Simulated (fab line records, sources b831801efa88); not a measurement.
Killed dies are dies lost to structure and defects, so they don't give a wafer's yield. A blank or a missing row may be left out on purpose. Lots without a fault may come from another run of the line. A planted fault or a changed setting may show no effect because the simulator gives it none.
Which tool did it? | flow sky130 | 24 lots, 72 wafers sampled, at 4 steps of a route of 708

WHAT THE GAUGES READ, wafer by wafer
SKY_CAPM_THK_MEAS_01. Usual: CAPM_CVD_00_THK 15.39 nm, standard deviation 0.24.
lot  | measured     | on            | CAPM_CVD_00_THK (nm) | flag
L074 | day 36 06:45 | film_metro-01 | 15.14 15.51 15.37    |
L075 | day 36 11:14 | film_metro-04 | 15.14 15.27 15.47    |
L076 | day 36 20:14 | film_metro-04 | 15.11 15.25 15.02    |
L077 | day 37 02:40 | film_metro-04 | 15.15 15.37 15.56    |
L078 | day 37 12:37 | film_metro-01 | 15.44 15.34 15.54    |
L079 | day 37 23:31 | film_metro-02 | 15.48 15.51 15.43    |
L080 | day 38 01:41 | film_metro-04 | 15.26 15.43 15.66    |
L081 | day 38 14:20 | film_metro-02 | 15.41 15.18 15.74    |
L082 | day 39 04:51 | film_metro-04 | 15.47 15.28 15.47    |
L083 | day 39 08:07 | film_metro-04 | 15.33 15.69 15.27    |
L084 | day 39 15:17 | film_metro-04 | 15.56 15.34 15.60    |
L085 | day 39 18:01 | film_metro-01 | 15.38 15.51 15.52    |
L086 | day 40 05:19 | film_metro-02 | 15.55 15.64 15.65    |
L087 | day 40 11:59 | film_metro-04 | 15.48 15.58 15.48    |
L088 | day 40 16:22 | film_metro-02 | 15.70 15.92 15.82    |
L089 | day 41 02:51 | film_metro-02 | 14.75 15.06 15.43    |
L090 | day 41 07:20 | film_metro-01 | 15.31 15.50 15.19    |
L091 | day 41 14:49 | film_metro-02 | 15.55 15.47 15.40    |
L092 | day 41 17:56 | film_metro-02 | 15.27 14.75 15.52    |
L094 | day 42 11:37 | film_metro-02 | 15.17 15.57 15.39    |
L093 | day 42 13:47 | film_metro-01 | 15.50 15.45 15.27    |
L095 | day 42 15:05 | film_metro-02 | 15.55 15.83 15.65    |
L096 | day 42 20:37 | film_metro-02 | 16.07 15.42 15.63    |
L097 | day 43 02:05 | film_metro-01 | 14.96 15.47 15.45    |

SKY_METAL3_OVL_MEAS_14. Usual: METAL3_OVL 2 nm, standard deviation 4.8.
lot  | measured     | on         | METAL3_OVL (nm) | flag
L074 | day 38 10:37 | overlay-01 | 3 -4 -1         |
L075 | day 38 14:43 | overlay-01 | 5 9 11          |
L076 | day 38 23:32 | overlay-01 | -3 5 1          |
L077 | day 39 05:49 | overlay-02 | 8 -1 2          |
L078 | day 39 15:25 | overlay-01 | -2 -3 -4        |
L079 | day 40 02:34 | overlay-01 | -4 6 -10        |
L080 | day 40 04:53 | overlay-01 | 1 1 11          |
L081 | day 40 16:02 | overlay-02 | -1 -3 -6        |
L082 | day 41 06:04 | overlay-01 | 6 -5 5          |
L083 | day 41 10:10 | overlay-01 | 8 -1 10         |
L084 | day 41 15:28 | overlay-01 | 2 3 1           |
L085 | day 41 17:55 | overlay-01 | 6 10 5          |
L086 | day 42 05:25 | overlay-02 | -7 -6 -2        |
L087 | day 42 12:25 | overlay-02 | 5 3 3           |
L088 | day 42 15:47 | overlay-02 | 2 7 6           |
L089 | day 43 03:14 | overlay-01 | 11 3 7          |
L090 | day 43 06:02 | overlay-01 | 4 5 6           |
L091 | day 43 13:46 | overlay-01 | 2 3 1           |
L092 | day 43 16:10 | overlay-01 | 6 2 -4          |
L094 | day 44 10:25 | overlay-01 | -2 3 -3         |
L093 | day 44 11:45 | overlay-01 | -2 -1 5         |
L095 | day 44 12:34 | overlay-02 | 2 -1 -8         |
L096 | day 44 18:15 | overlay-01 | 1 0 7           |
L097 | day 44 23:08 | overlay-02 | 4 4 9           |

WHICH TOOL RAN EACH LOT (tool, then ch and the chambers of the sampled wafers, then the start)
lot  | SKY_SONOS_ONO_STRIP_17               | SKY_LI_CONTACT_CVD_21
L074 | plasma_asher-01 ch 0,1, day 12 14:21 | cvd_w-02 ch 0,1, day 29 00:50
L075 | plasma_asher-01 ch 0,1, day 12 23:35 | cvd_w-02 ch 1, day 29 07:06
L076 | plasma_asher-02 ch 0,1, day 13 02:17 | cvd_w-02 ch 0,1, day 29 15:14
L077 | plasma_asher-04 ch 0,1, day 13 16:12 | cvd_w-02 ch 0,1, day 30 00:10
L078 | plasma_asher-01 ch 0,1, day 13 22:26 | cvd_w-01 ch 0,1, day 30 10:12
L079 | plasma_asher-04 ch 0,1, day 14 06:49 | cvd_w-01 ch 0,1, day 30 20:52
L080 | plasma_asher-02 ch 0,1, day 14 13:40 | cvd_w-02 ch 0,1, day 30 22:55
L081 | plasma_asher-01 ch 0,1, day 15 01:41 | cvd_w-01 ch 0,1, day 31 15:01
L082 | plasma_asher-04 ch 0,1, day 15 14:14 | cvd_w-01 ch 0, day 32 04:29
L083 | plasma_asher-01 ch 0, day 15 19:45   | cvd_w-01 ch 0,1, day 32 09:25
L084 | plasma_asher-01 ch 0, day 16 00:14   | cvd_w-01 ch 0,1, day 32 15:34
L085 | plasma_asher-04 ch 0, day 16 05:00   | cvd_w-01 ch 0,1, day 32 20:38
L086 | plasma_asher-02 ch 0,1, day 16 19:21 | cvd_w-01 ch 0,1, day 33 08:08
L087 | plasma_asher-01 ch 0,1, day 17 06:13 | cvd_w-02 ch 0,1, day 33 15:46
L088 | plasma_asher-02 ch 0,1, day 17 06:54 | cvd_w-01 ch 0,1, day 33 17:56
L089 | plasma_asher-01 ch 0,1, day 18 03:06 | cvd_w-01 ch 0,1, day 34 07:58
L090 | plasma_asher-01 ch 0,1, day 18 04:48 | cvd_w-02 ch 0,1, day 34 12:40
L091 | plasma_asher-02 ch 0,1, day 18 13:40 | cvd_w-02 ch 0,1, day 34 20:34
L092 | plasma_asher-01 ch 0,1, day 18 14:52 | cvd_w-02 ch 0,1, day 34 22:52
L094 | plasma_asher-01 ch 0,1, day 19 21:09 | cvd_w-01 ch 0,1, day 35 18:35
L093 | plasma_asher-02 ch 0,1, day 19 22:17 | cvd_w-01 ch 0,1, day 35 22:15
L095 | plasma_asher-01 ch 0,1, day 19 23:40 | cvd_w-02 ch 0,1, day 35 23:07
L096 | plasma_asher-01 ch 0,1, day 20 08:44 | cvd_w-02 ch 0,1, day 36 06:01
L097 | plasma_asher-04 ch 0,1, day 20 13:16 | cvd_w-02 ch 0,1, day 36 11:14
- SKY_SONOS_ONO_STRIP_17: strips in O2/N2.
- SKY_LI_CONTACT_CVD_21: deposits W, target thk 400 nm, time 120.56 s.

WHAT THE TOOLS THEMSELVES READ (means of the sampled wafers that have a number; where no wafer has one, the mark that the record gives instead)
SKY_SONOS_ONO_STRIP_17. Usual: drypump_motor_current_A 5.7 A, standard deviation 0.39; oes_product_au 0.710 a.u., standard deviation 0.0047; strip_time_to_endpoint_s 14.09 s, standard deviation 0.044.
lot  | tool            | drypump_motor_current_A (A) | oes_product_au (a.u.) | strip_time_to_endpoint_s (s) | flag
L074 | plasma_asher-01 | 5.6                         | 0.707                 | 14.13                        |
L075 | plasma_asher-01 | 5.6                         | 0.711                 | 14.05                        |
L076 | plasma_asher-02 | 5.9                         | 0.710                 | 14.12                        |
L077 | plasma_asher-04 | 6.0                         | 0.708                 | 14.13                        |
L078 | plasma_asher-01 | 5.4                         | 0.711                 | 14.05                        |
L079 | plasma_asher-04 | 6.1                         | 0.710                 | 14.12                        |
L080 | plasma_asher-02 | 5.9                         | 0.707                 | 14.13                        |
L081 | plasma_asher-01 | 5.6                         | 0.711                 | 14.17                        |
L082 | plasma_asher-04 | 6.1                         | 0.709                 | 14.00                        |
L083 | plasma_asher-01 | 5.8                         | 0.714                 | 14.01                        |
L084 | plasma_asher-01 | 5.8                         | 0.709                 | 14.12                        |
L085 | plasma_asher-04 | 6.2                         | 0.707                 | 14.07                        |
L086 | plasma_asher-02 | 5.9                         | 0.711                 | 14.11                        |
L087 | plasma_asher-01 | 5.4                         | 0.711                 | 14.08                        |
L088 | plasma_asher-02 | 5.7                         | 0.708                 | 14.14                        |
L089 | plasma_asher-01 | 5.6                         | 0.709                 | 14.10                        |
L090 | plasma_asher-01 | 5.6                         | 0.711                 | 14.09                        |
L091 | plasma_asher-02 | 5.9                         | 0.711                 | 14.11                        |
L092 | plasma_asher-01 | 5.4                         | 0.711                 | 14.08                        |
L094 | plasma_asher-01 | 5.4                         | 0.712                 | 14.07                        |
L093 | plasma_asher-02 | 6.0                         | 0.712                 | 14.06                        |
L095 | plasma_asher-01 | 5.6                         | 0.709                 | 14.08                        |
L096 | plasma_asher-01 | 5.6                         | 0.711                 | 14.08                        |
L097 | plasma_asher-04 | 6.0                         | 0.709                 | 14.11                        |

SKY_LI_CONTACT_CVD_21. Usual: heater_power_w 875 W, standard deviation 43; susceptor_temp_C 399.98 C, standard deviation 0.22.
lot  | tool     | heater_power_w (W) | susceptor_temp_C (C) | flag
L074 | cvd_w-02 | 920                | 399.88               |
L075 | cvd_w-02 | 849                | 400.15               |
L076 | cvd_w-02 | 872                | 399.85               |
L077 | cvd_w-02 | 920                | 399.93               |
L078 | cvd_w-01 | 849                | 400.05               |
L079 | cvd_w-01 | 857                | 399.93               |
L080 | cvd_w-02 | 922                | 399.98               |
L081 | cvd_w-01 | 851                | 400.08               |
L082 | cvd_w-01 | 856                | 400.25               |
L083 | cvd_w-01 | 854                | 399.75               |
L084 | cvd_w-01 | 849                | 399.94               |
L085 | cvd_w-01 | 854                | 400.13               |
L086 | cvd_w-01 | 845                | 399.77               |
L087 | cvd_w-02 | 917                | 399.83               |
L088 | cvd_w-01 | 863                | 400.08               |
L089 | cvd_w-01 | 855                | 399.97               |
L090 | cvd_w-02 | 916                | 399.66               |
L091 | cvd_w-02 | 878                | 399.90               |
L092 | cvd_w-02 | 917                | 399.96               |
L094 | cvd_w-01 | 856                | 399.77               |
L093 | cvd_w-01 | 856                | 400.22               |
L095 | cvd_w-02 | 876                | 400.12               |
L096 | cvd_w-02 | 920                | 400.06               |
L097 | cvd_w-02 | 927                | 400.12               |

THE ANSWER, worked out from the rows above alone
Rule: a lot is off if the mean of its wafers that have a number lies more than 3 standard deviations from the usual mean. A lot without any number at a reading at which 4 lots or more have one is off too. The other lots that the step has rows for count as sound. The gauges are gone through in route order, then the tools' own readings, and for those a lot's mean is taken as printed above. The first step at which some lot is off is used, and at that step the reading that is off furthest; a lot without a number counts as furthest.
No lot is off at any reading shown: from this, nothing can be told.

WHAT THE SIMULATOR HAD PUT IN
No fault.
